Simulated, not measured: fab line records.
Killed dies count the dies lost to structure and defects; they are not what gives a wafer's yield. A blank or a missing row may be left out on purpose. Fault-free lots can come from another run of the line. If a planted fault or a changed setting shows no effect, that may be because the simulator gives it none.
What tool caused it? :: flow gf180mcu :: 12 lots, 36 wafers sampled, at 2 steps of a route of 602

WHAT THE GAUGES SHOWED, per wafer
GF_M4_THK_MEAS_06: measures by xrf. Usual: M4_ALCU_THK gives 453 nm (standard deviation 4.4).
lot: L382
measured: day 22 07:54
on: filmMetro-01
M4_ALCU_THK (nm): 444 450 448
flag: 

lot: L385
measured: day 24 08:21
on: filmMetro-01
M4_ALCU_THK (nm): 451 451 450
flag: 

lot: L387
measured: day 24 12:56
on: filmMetro-01
M4_ALCU_THK (nm): 459 451 450
flag: 

lot: L390
measured: day 25 15:52
on: filmMetro-02
M4_ALCU_THK (nm): 454 453 453
flag: 

lot: L391
measured: day 26 07:42
on: filmMetro-02
M4_ALCU_THK (nm): 454 457 457
flag: 

lot: L394
measured: day 26 13:09
on: filmMetro-02
M4_ALCU_THK (nm): 458 461 456
flag: 

lot: L395
measured: day 27 06:29
on: filmMetro-01
M4_ALCU_THK (nm): 446 445 448
flag: 

lot: L399
measured: day 29 00:16
on: filmMetro-01
M4_ALCU_THK (nm): 443 444 448
flag: 

lot: L401
measured: day 29 01:26
on: filmMetro-02
M4_ALCU_THK (nm): 455 454 455
flag: 

lot: L402
measured: day 29 04:59
on: filmMetro-03
M4_ALCU_THK (nm): 451 449 449
flag: 

lot: L404
measured: day 29 07:39
on: filmMetro-02
M4_ALCU_THK (nm): 456 457 455
flag: 

lot: L405
measured: day 30 01:11
on: filmMetro-03
M4_ALCU_THK (nm): 448 445 444
flag: 

WHICH TOOL RAN EACH LOT (tool, then ch and the chambers of the sampled wafers, then the start)
lot: L382
GF_M4_SPUTTER_02: pvdSputter-04, day 22 07:40

lot: L385
GF_M4_SPUTTER_02: pvdSputter-02, day 24 08:08

lot: L387
GF_M4_SPUTTER_02: pvdSputter-02, day 24 12:43

lot: L390
GF_M4_SPUTTER_02: pvdSputter-02, day 25 15:38

lot: L391
GF_M4_SPUTTER_02: pvdSputter-02, day 26 07:29

lot: L394
GF_M4_SPUTTER_02: pvdSputter-03, day 26 12:56

lot: L395
GF_M4_SPUTTER_02: pvdSputter-04, day 27 06:15

lot: L399
GF_M4_SPUTTER_02: pvdSputter-04, day 29 00:03

lot: L401
GF_M4_SPUTTER_02: pvdSputter-04, day 29 01:14

lot: L402
GF_M4_SPUTTER_02: pvdSputter-03, day 29 04:44

lot: L404
GF_M4_SPUTTER_02: pvdSputter-04, day 29 07:26

lot: L405
GF_M4_SPUTTER_02: pvdSputter-03, day 30 00:58
- GF_M4_SPUTTER_02: material AlCu, target thk 450 nm, time 23.9 s.

WHAT THE TOOLS THEMSELVES READ (means of the sampled wafers that have a number; where no wafer has one, the mark that the record gives instead)
GF_M4_SPUTTER_02. Usual: 30.1 % for throttleValvePct, sd 1.1.
lot: L382
tool: pvdSputter-04
throttleValvePct (%): 30.4
flag: 

lot: L385
tool: pvdSputter-02
throttleValvePct (%): 29.6
flag: 

lot: L387
tool: pvdSputter-02
throttleValvePct (%): 30.8
flag: 

lot: L390
tool: pvdSputter-02
throttleValvePct (%): 29.3
flag: 

lot: L391
tool: pvdSputter-02
throttleValvePct (%): 31.1
flag: 

lot: L394
tool: pvdSputter-03
throttleValvePct (%): 29.3
flag: 

lot: L395
tool: pvdSputter-04
throttleValvePct (%): 30.2
flag: 

lot: L399
tool: pvdSputter-04
throttleValvePct (%): 30.2
flag: 

lot: L401
tool: pvdSputter-04
throttleValvePct (%): 30.4
flag: 

lot: L402
tool: pvdSputter-03
throttleValvePct (%): 30.2
flag: 

lot: L404
tool: pvdSputter-04
throttleValvePct (%): 30.2
flag: 

lot: L405
tool: pvdSputter-03
throttleValvePct (%): 29.3
flag: 

THE ANSWER, worked out from the rows above alone
Rule: lot off if the mean of its wafers having a number is beyond 3 standard deviations from the usual mean. A lot without any number at a reading at which 4 lots or more have one is off too. The other lots that the step has rows for count as sound. First the gauges in route order, then the tools' own readings, where a lot's mean is used as printed above. At the first step where some lot is off, the reading lying furthest off is the one used; lots without a number count as furthest.
No lot is off on any of the readings shown, so nothing can be concluded from this.

WHAT THE SIMULATOR HAD PUT IN
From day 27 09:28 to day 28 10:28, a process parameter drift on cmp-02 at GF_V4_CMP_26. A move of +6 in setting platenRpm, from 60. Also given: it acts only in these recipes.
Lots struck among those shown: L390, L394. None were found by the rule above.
